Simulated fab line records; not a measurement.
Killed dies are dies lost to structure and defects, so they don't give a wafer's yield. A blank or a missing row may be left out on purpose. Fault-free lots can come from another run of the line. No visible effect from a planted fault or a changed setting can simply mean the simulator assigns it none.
Which tool did it? + flow gf180mcu + 32 wafers from 11 lots sampled at 5 of the route's 602 steps

## WHAT THE GAUGES SHOWED, per wafer
GF_CONTACT_BOW_MEAS_05. Usual: CONTACT_BOW typically reads 66 um, with standard deviation 7.2.
| lot  | measured     | on            | CONTACT_BOW (um) | flag |
|------|--------------|---------------|------------------|------|
| L934 | day 15 17:19 | film metro-01 | 65 66 62         |      |
| L935 | day 15 22:15 | film metro-01 | 72 63 61         |      |
| L936 | day 16 18:37 | film metro-02 | 55 57 80         |      |
| L937 | day 16 23:03 | film metro-02 | 67 63 68         |      |
| L939 | day 17 12:16 | film metro-03 | 73 64 87         |      |
| L938 | day 17 16:00 | film metro-02 | 59 63 69         |      |
| L940 | day 17 19:16 | film metro-02 | 68 67 72         |      |
| L950 | day 21 10:47 | film metro-01 | 66 73            |      |
| L951 | day 21 20:14 | film metro-03 | 65 76 73         |      |
| L955 | day 23 04:44 | film metro-02 | 67 58 53         |      |
| L957 | day 23 13:55 | film metro-03 | 65 69 76         |      |

GF_M2_CD_MEAS_14: target cd 280 nm. Usual: cd nm reads 279.6 nm (standard deviation 1.1).
| lot  | measured     | on        | cd nm (nm)        | flag |
|------|--------------|-----------|-------------------|------|
| L934 | day 19 20:25 | cd sem-02 | 278.6 278.0 278.5 |      |
| L935 | day 20 01:11 | cd sem-01 | 280.3 280.7 281.1 |      |
| L936 | day 20 23:51 | cd sem-01 | 278.5 279.2 278.4 |      |
| L937 | day 21 03:28 | cd sem-02 | 279.0 280.2 279.5 |      |
| L939 | day 21 18:02 | cd sem-02 | 278.3 278.6 277.8 |      |
| L938 | day 21 20:33 | cd sem-01 | 280.5 282.0 280.7 |      |
| L940 | day 22 00:45 | cd sem-01 | 278.9 280.0 277.8 |      |
| L950 | day 25 11:39 | cd sem-01 | 280.5 264.6       | OFF  |
| L951 | day 25 18:29 | cd sem-02 | 280.2 281.0 279.4 |      |
| L955 | day 27 01:40 | cd sem-02 | 281.0 279.0 279.8 |      |
| L957 | day 27 09:25 | cd sem-01 | 280.2 279.6 279.6 |      |

GF_M3_RS_MEAS_05: measurement is done with a four-point probe. Usual: M3_ALCU_RS typically reads 0.0694 ohm/sq, with standard deviation 0.0005.
| lot  | measured     | on            | M3_ALCU_RS (ohm/sq)  | flag |
|------|--------------|---------------|----------------------|------|
| L934 | day 21 00:08 | film metro-04 | 0.0699 0.0687 0.0690 |      |
| L935 | day 21 04:58 | film metro-03 | 0.0695 0.0703 0.0688 |      |
| L936 | day 22 02:40 | film metro-04 | 0.0692 0.0692 0.0694 |      |
| L937 | day 22 07:00 | film metro-03 | 0.0692 0.0691 0.0695 |      |
| L939 | day 22 20:46 | film metro-03 | 0.0693 0.0696 0.0695 |      |
| L938 | day 23 00:08 | film metro-04 | 0.0698 0.0697 0.0696 |      |
| L940 | day 23 02:46 | film metro-03 | 0.0691 0.0691 0.0695 |      |
| L950 | day 26 12:53 | film metro-02 | 0.0700 0.0702        |      |
| L951 | day 26 19:06 | film metro-02 | 0.0697 0.0701 0.0705 |      |
| L955 | day 28 01:02 | film metro-02 | 0.0694 0.0689 0.0700 |      |
| L957 | day 28 09:14 | film metro-03 | 0.0699 0.0692 0.0692 |      |

## WHAT TOOL EACH LOT RAN ON (gives the tool, then ch and the chambers of the sampled wafers, and finally the start)
| lot  | GF_M2_EXPOSE_11                   | GF_V2_STRIP_18                       |
|------|-----------------------------------|--------------------------------------|
| L934 | krf scanner-02 ch 0, day 19 08:14 | plasma asher-01 ch 0,1, day 20 22:40 |
| L935 | krf scanner-02 ch 0, day 19 13:29 | plasma asher-03 ch 0,1, day 21 03:31 |
| L936 | krf scanner-02 ch 0, day 20 11:00 | plasma asher-02 ch 0,1, day 22 01:12 |
| L937 | krf scanner-02 ch 0, day 20 15:16 | plasma asher-02 ch 0,1, day 22 05:31 |
| L939 | krf scanner-02 ch 0, day 21 05:50 | plasma asher-01 ch 0,1, day 22 19:19 |
| L938 | krf scanner-02 ch 0, day 21 08:24 | plasma asher-01 ch 0,1, day 22 22:40 |
| L940 | krf scanner-02 ch 0, day 21 12:18 | plasma asher-01 ch 0,1, day 23 01:15 |
| L950 | krf scanner-01 ch 0, day 25 01:34 | plasma asher-02 ch 0,1, day 26 11:25 |
| L951 | krf scanner-02 ch 0, day 25 08:34 | plasma asher-02 ch 0, day 26 17:38   |
| L955 | krf scanner-02 ch 0, day 26 14:48 | plasma asher-01 ch 0,1, day 27 23:27 |
| L957 | krf scanner-02 ch 0, day 26 23:26 | plasma asher-02 ch 0,1, day 28 07:46 |
- GF_M2_EXPOSE_11: exposes mask Metal2, target cd 280 nm.
- GF_V2_STRIP_18: strips in O2/N2.

## AS READ BY THE TOOLS THEMSELVES (means over the sampled wafers that have a number; for cases with no such wafer, the mark the record gives instead)
GF_V2_STRIP_18. Usual: drypump motor current A 5.8 A, standard deviation 0.56; heater power w 355 W, standard deviation 52; oes product au 0.592 a.u., standard deviation 0.0047.
| lot  | tool            | drypump motor current A (A) | heater power w (W) | oes product au (a.u.) | flag |
|------|-----------------|-----------------------------|--------------------|-----------------------|------|
| L934 | plasma asher-01 | 5.5                         | 378                | 0.597                 |      |
| L935 | plasma asher-03 | 5.8                         | 315                | 0.592                 |      |
| L936 | plasma asher-02 | 6.4                         | 381                | 0.595                 |      |
| L937 | plasma asher-02 | 6.2                         | 368                | 0.589                 |      |
| L939 | plasma asher-01 | 5.5                         | 377                | 0.586                 |      |
| L938 | plasma asher-01 | 5.2                         | 329                | 0.595                 |      |
| L940 | plasma asher-01 | 5.5                         | 382                | 0.590                 |      |
| L950 | plasma asher-02 | 6.3                         | 372                | 0.591                 |      |
| L951 | plasma asher-02 | 6.1                         | 350                | 0.592                 |      |
| L955 | plasma asher-01 | 5.2                         | 335                | 0.592                 |      |
| L957 | plasma asher-02 | 6.4                         | 376                | 0.592                 |      |

## THE ANSWER, worked out from the rows above alone
Rule: a lot is off if the mean of its wafers that have a number lies more than 3 standard deviations from the usual mean. A lot without any number at a reading at which 4 lots or more have one is off too. All remaining lots with rows at the step are treated as sound. Order of review: gauges by route order, followed by the tools' own readings, for which a lot's mean as printed above is used. At the first step where some lot is off, the reading lying furthest off is the one used; lots without a number count as furthest.
Off: L950 (GF_M2_CD_MEAS_14, cd nm).
A tool fits if, at a process step before that reading, it ran every lot that is off, and no sound lot after the first of them. Gauges at GF_M2_CD_MEAS_14: tried the same way as those tools. One fits: krf scanner-01 at GF_M2_EXPOSE_11. It ran no sound lot before its first lot that is off in this sample, so the start can't be narrowed down.

## WHAT THE SIMULATOR PUT IN
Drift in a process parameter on krf scanner-01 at GF_M2_EXPOSE_11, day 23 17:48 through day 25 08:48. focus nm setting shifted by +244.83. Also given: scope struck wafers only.
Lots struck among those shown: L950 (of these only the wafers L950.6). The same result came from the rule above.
